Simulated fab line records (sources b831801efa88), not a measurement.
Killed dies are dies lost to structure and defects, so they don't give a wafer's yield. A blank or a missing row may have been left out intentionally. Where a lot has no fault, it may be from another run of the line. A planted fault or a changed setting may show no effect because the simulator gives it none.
Code-filled problem report in 8D (eight disciplines) form | flow sky130 | the parts of the form that need people (team, actions taken, sign-off) are left out

## 1. WHAT IS WRONG
Mean of chamber pressure pa at SKY_METAL5_SPUTTER_02: 0.3867 Pa across 6 wafers in 2 lots; on wafers with no fault it is 0.3999 Pa (standard deviation 0.00078). That is -17 standard deviations from the usual mean.
The step: material AlCu, target thk 1150 nm, time 61.2 s.
First observed at day 48 04:12: wafer L937.2, on pvd sputter-02. At this step, 18 wafers from 6 lots have a number in the record. Rule for "out", or "out of limits": more than 4 standard deviations from the usual mean. The other wafers with a number count as sound.

## 2. WHAT IT IS, WHAT IT ISN'T
question                    | is                     | is not
which readings at this step | chamber pressure pa    | -
which lots                  | L937, L939             | L923, L924, L925, L927
which wafers of those lots  | all that have a number | -
read on which tools         | pvd sputter-02         | pvd sputter-03, pvd sputter-04
when                        | from day 48 04:12      | up to then (12 sound wafers)

## 3. SUSPECTS, AND WHAT RULES EACH OUT
Counting: a tool at any process step up to the reading remains a suspect when it ran all the lots that are out and ran no sound lot after the first of those.
- plasma asher-03 at SKY_VIA4_STRIP_13 (strips in O2/N2): kept. Every lot that is out went through it, starting with L937 (day 48 02:38), and after that it ran no sound lot; the last sound lot it ran before then is L927 (day 45 18:43).
- cmp-01 at SKY_VIA4_CMP_21 (polishes, stops on SiO2, t overpolish 25 s, target thk 0 nm): kept. Every lot that is out went through it, starting with L937 (day 48 03:55), and after that it ran no sound lot; the last sound lot it ran before then is L925 (day 45 13:22).
- pvd sputter-02 at SKY_METAL5_SPUTTER_00 (material Ti, target thk 15 nm, time 10 s): kept. Every lot that is out went through it, starting with L937 (day 48 04:10), and after that it ran no sound lot; the last sound lot it ran before then is L925 (day 45 13:40).
- pvd sputter-02 at SKY_METAL5_SPUTTER_02 (material AlCu, target thk 1150 nm, time 61.2 s): kept. Every lot that is out went through it, starting with L937 (day 48 04:12), and after that it ran no sound lot; the last sound lot it ran before then is L925 (day 45 13:43). Its own readings are out on those wafers: chamber pressure pa.
Left after counting: plasma asher-03 at SKY_VIA4_STRIP_13, cmp-01 at SKY_VIA4_CMP_21, pvd sputter-02 at SKY_METAL5_SPUTTER_00, pvd sputter-02 at SKY_METAL5_SPUTTER_02.

## 4. THE CAUSE (what the simulator had put in)
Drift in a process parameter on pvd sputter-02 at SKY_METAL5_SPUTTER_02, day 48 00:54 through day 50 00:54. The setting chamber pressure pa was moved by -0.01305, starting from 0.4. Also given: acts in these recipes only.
Counting left 4 suspects, and this tool is among them.

## 5. SEQUENCE OF EFFECTS, ordered by route
One row per reading whose mean, taken over the struck wafers that have a number, lies over 3 standard deviations from the usual. Only readings whose record carries a usual standard deviation are examined. hours: median over the lots of the time between each lot's start at the first step of this table that gives one and its start at this step. sigmas: the change, counted in usual standard deviations.
hours | step                  | reading             | usual     | on struck wafers | change  | sigmas
0     | SKY_METAL5_SPUTTER_02 | chamber pressure pa | 0.3999 Pa | 0.3867           | -0.0132 | -17
Process steps it contains:
- SKY_METAL5_SPUTTER_02: material AlCu, target thk 1150 nm, time 61.2 s.
Later measuring or inspecting steps at which every struck wafer that the step has a row for has a number for every such reading, and none has moved that far: SKY_METAL5_RS_MEAS_05, SKY_METAL5_THK_MEAS_06.

## 6. HOW IT WOULD HAVE BEEN CAUGHT EARLIER
The fault began at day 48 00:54; the first out-of-limits reading in this record came at day 48 04:12, 3 hours later.
